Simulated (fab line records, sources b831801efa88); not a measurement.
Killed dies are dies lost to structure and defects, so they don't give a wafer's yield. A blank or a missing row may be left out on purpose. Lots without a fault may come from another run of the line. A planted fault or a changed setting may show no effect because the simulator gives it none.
Which tool did it? | flow sky130 | 6 lots, 18 wafers sampled, at 1 step of a route of 708

WHAT THE GAUGES READ, wafer by wafer
SKY_CAPM_THK_MEAS_01.
lot  | measured     | on            | CAPM_CVD_00_THK (nm)
L528 | day 38 21:56 | film_metro-01 | 15.43 15.52 15.71
L530 | day 39 09:59 | film_metro-03 | 15.88 15.80 16.14
L533 | day 40 05:46 | film_metro-02 | 15.29 15.43 15.30
L537 | day 41 07:02 | film_metro-01 | 15.44 15.53 15.50
L542 | day 42 11:34 | film_metro-03 | 15.13 15.41 15.51
L545 | day 43 08:40 | film_metro-01 | 15.44 15.75 16.01

WHICH TOOL RAN EACH LOT (tool, then ch and the chambers of the sampled wafers, then the start)
The record holds no process step before these readings.

THE ANSWER, worked out from the rows above alone
Rule: what is usual is taken from the lots themselves. Put in order of their means at a reading, lots are off if they are a third of the lots or fewer, leave a main group of 4 or more, and stand apart from it by a gap of 3 or more times the standard deviation of the main group's means; of several such gaps the widest counts. A main group whose means are all the same, to the digits that the tables above print for the reading, isn't used. A lot without any number at a reading at which 4 lots or more have one is off too. The other lots that the step has rows for count as sound.
No lot is off at any reading shown: from this, nothing can be told.

WHAT THE SIMULATOR HAD PUT IN
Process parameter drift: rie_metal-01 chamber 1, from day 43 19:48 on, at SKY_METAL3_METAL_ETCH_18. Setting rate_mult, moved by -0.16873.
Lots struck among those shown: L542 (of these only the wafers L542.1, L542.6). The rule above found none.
